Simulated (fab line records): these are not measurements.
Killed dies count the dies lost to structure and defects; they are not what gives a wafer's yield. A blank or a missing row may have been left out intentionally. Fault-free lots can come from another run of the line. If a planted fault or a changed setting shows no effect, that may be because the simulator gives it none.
Which tool is to blame? ; flow sky130 ; 36 wafers from 12 lots sampled at 5 of the route's 708 steps

== WHAT THE GAUGES READ, wafer by wafer ==
SKY_GATE_OXIDE_THK_MEAS_02.
lot;measured;on;GATE_OXIDE_OXIDATION_00_THK (nm)
L680;day 13 01:20;film metro-03;10.69 10.44 10.55
L682;day 13 18:34;film metro-03;10.22 10.03 10.24
L683;day 14 03:04;film metro-03;9.83 9.73 9.59
L689;day 16 09:34;film metro-02;10.32 10.22 10.25
L690;day 16 13:44;film metro-01;10.39 10.36 10.58
L692;day 17 04:58;film metro-03;9.95 9.87 9.93
L694;day 17 22:13;film metro-01;10.06 10.00 10.00
L698;day 19 05:47;film metro-03;10.01 9.67 9.84
L699;day 19 10:42;film metro-03;10.30 10.35 10.27
L700;day 19 23:50;film metro-02;10.08 9.92 10.03
L701;day 20 04:18;film metro-02;9.82 10.07 10.11
L702;day 20 15:04;film metro-01;10.15 9.78 9.97

SKY_GATE_OXIDE_TW_MEAS_14.
lot;measured;on;GATE_OXIDE_TW
L680;day 14 03:32;film metro-01;223.9 224.1 224.3
L682;day 14 21:43;film metro-02;222.0 223.3 221.0
L683;day 15 06:35;film metro-01;223.2 223.0 223.4
L689;day 17 15:13;film metro-02;257.7 256.7 257.8
L690;day 17 19:01;film metro-03;259.3 260.6 260.9
L692;day 18 11:07;film metro-03;226.6 226.2 226.0
L694;day 19 05:37;film metro-02;221.4 221.5 222.0
L698;day 20 14:06;film metro-03;225.9 225.9 227.0
L699;day 20 18:17;film metro-02;224.3 223.3 223.7
L700;day 21 07:58;film metro-02;223.0 222.6 223.4
L701;day 21 12:36;film metro-02;222.9 222.1 222.3
L702;day 21 23:14;film metro-01;223.1 222.6 222.5

== WHAT TOOL EACH LOT RAN ON (gives the tool, then ch and the chambers of the sampled wafers, and finally the start) ==
lot;SKY_VT_ADJUST_NCORE_STRIP_10;SKY_GATE_OXIDE_IMPLANT_11;SKY_GATE_OXIDE_STRIP_13
L680;plasma asher-04 ch 0,1, day 9 00:49;implanter-04 ch 0, day 14 03:11;plasma asher-01 ch 0,1, day 14 03:26
L682;plasma asher-01 ch 1, day 9 12:37;implanter-03 ch 0, day 14 21:22;plasma asher-01 ch 0,1, day 14 21:37
L683;plasma asher-04 ch 0,1, day 9 21:27;implanter-03 ch 0, day 15 06:16;plasma asher-01 ch 0,1, day 15 06:29
L689;plasma asher-02 ch 0,1, day 11 12:34;implanter-03 ch 0, day 17 14:51;plasma asher-02 ch 0,1, day 17 15:07
L690;plasma asher-02 ch 0,1, day 11 19:46;implanter-03 ch 0, day 17 18:40;plasma asher-04 ch 1, day 17 18:54
L692;plasma asher-02 ch 0,1, day 12 09:25;implanter-04 ch 0, day 18 10:45;plasma asher-04 ch 0,1, day 18 11:01
L694;plasma asher-02 ch 0,1, day 12 23:58;implanter-04 ch 0, day 19 05:18;plasma asher-01 ch 0,1, day 19 05:32
L698;plasma asher-02 ch 0,1, day 14 01:37;implanter-02 ch 0, day 20 13:44;plasma asher-01 ch 0,1, day 20 14:00
L699;plasma asher-02 ch 1, day 14 07:01;implanter-02 ch 0, day 20 17:56;plasma asher-02 ch 0,1, day 20 18:11
L700;plasma asher-04 ch 1, day 14 17:23;implanter-04 ch 0, day 21 07:37;plasma asher-02 ch 0, day 21 07:51
L701;plasma asher-02 ch 0,1, day 14 22:43;implanter-02 ch 0, day 21 12:14;plasma asher-01 ch 0,1, day 21 12:30
L702;plasma asher-04 ch 0,1, day 15 07:48;implanter-04 ch 0, day 21 22:55;plasma asher-04 ch 0,1, day 21 23:08
- SKY_VT_ADJUST_NCORE_STRIP_10: strips in O2/N2.
- SKY_GATE_OXIDE_IMPLANT_11
- SKY_GATE_OXIDE_STRIP_13: strips in O2/N2.

== WHAT THE TOOLS THEMSELVES READ (means of the sampled wafers that have a number; where no wafer has one, the mark that the record gives instead) ==
SKY_VT_ADJUST_NCORE_STRIP_10.
lot;tool;drypump motor current A (A);oes product au (a.u.);strip time to endpoint s (s)
L680;plasma asher-04;5.83;0.717;14.16
L682;plasma asher-01;5.54;0.719;14.23
L683;plasma asher-04;5.74;0.717;14.19
L689;plasma asher-02;5.53;0.715;14.12
L690;plasma asher-02;5.53;0.716;14.16
L692;plasma asher-02;5.50;0.714;14.09
L694;plasma asher-02;5.48;0.713;14.14
L698;plasma asher-02;5.52;0.714;14.15
L699;plasma asher-02;5.46;0.713;14.14
L700;plasma asher-04;5.91;0.718;14.22
L701;plasma asher-02;5.53;0.720;14.14
L702;plasma asher-04;5.83;0.716;14.13

SKY_GATE_OXIDE_IMPLANT_11.
lot;tool;dose ions cm2;faraday current uA
L680;implanter-04;2.6e+12;14.8
L682;implanter-03;2.6e+12;14.3
L683;implanter-03;2.6e+12;14.6
L689;implanter-03;4.3e+12;24.0
L690;implanter-03;4.3e+12;24.0
L692;implanter-04;2.6e+12;14.4
L694;implanter-04;2.6e+12;14.5
L698;implanter-02;2.6e+12;14.7
L699;implanter-02;2.6e+12;14.6
L700;implanter-04;2.6e+12;15.0
L701;implanter-02;2.6e+12;14.6
L702;implanter-04;2.6e+12;14.5

SKY_GATE_OXIDE_STRIP_13.
lot;tool;drypump motor current A (A);oes product au (a.u.);strip time to endpoint s (s)
L680;plasma asher-01;5.8;0.712;14.17
L682;plasma asher-01;5.9;0.719;14.19
L683;plasma asher-01;5.9;0.715;14.17
L689;plasma asher-02;5.5;0.717;14.10
L690;plasma asher-04;6.0;0.714;14.14
L692;plasma asher-04;5.7;0.720;14.24
L694;plasma asher-01;6.1;0.718;14.18
L698;plasma asher-01;5.8;0.718;14.22
L699;plasma asher-02;5.5;0.716;14.12
L700;plasma asher-02;5.6;0.716;14.22
L701;plasma asher-01;6.1;0.717;14.19
L702;plasma asher-04;5.8;0.712;14.18

== THE ANSWER, worked out from the rows above alone ==
Rule: usual is defined by the lots themselves. Put in order of their means at a reading, lots are off if they are a third of the lots or fewer, leave a main group of 4 or more, and stand apart from it by a gap of 3 or more times the standard deviation of the main group's means; of several such gaps the widest counts. Not used: any main group whose means are identical at the precision the tables above print for the reading. A lot without any number at a reading at which 4 lots or more have one is off too. Where the step has rows for the other lots, those lots are counted as sound. First the gauges in route order, then the tools' own readings, where a lot's mean is used as printed above. The first step at which some lot is off is used, and at that step the reading that is off furthest; a lot without a number counts as furthest.
Off: L689, L690, at SKY_GATE_OXIDE_TW_MEAS_14 (GATE_OXIDE_TW). For the main group the mean is 223.6 and the standard deviation 1.5.
A tool fits if, at a process step before that reading, it ran every lot that is off, and no sound lot after the first of them. Not tried: the gauges at SKY_GATE_OXIDE_TW_MEAS_14; whatever is off there is also off at SKY_GATE_OXIDE_IMPLANT_11, on other tools, and gauge error can't account for it. One fits: implanter-03 at SKY_GATE_OXIDE_IMPLANT_11. Its last sound lot is L683 (day 15 06:16), its first lot that is off L689 (day 17 14:51): a fault that began between those two fits.
The tool's own readings at SKY_GATE_OXIDE_IMPLANT_11 bear it out: on the lots that are off they differ by more than 5 times the standard deviation of the sound lots' means. dose ions cm2 reads 4.3e+12 there against 2.6e+12 on the sound lots; faraday current uA reads 24.0 there against 14.6 on the sound lots.

== WHAT THE SIMULATOR HAD PUT IN ==
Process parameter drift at SKY_GATE_OXIDE_IMPLANT_11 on implanter-03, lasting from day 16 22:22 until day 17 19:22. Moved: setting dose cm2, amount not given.
Shown lots that were struck: L689, L690. This agrees with what the rule above found.
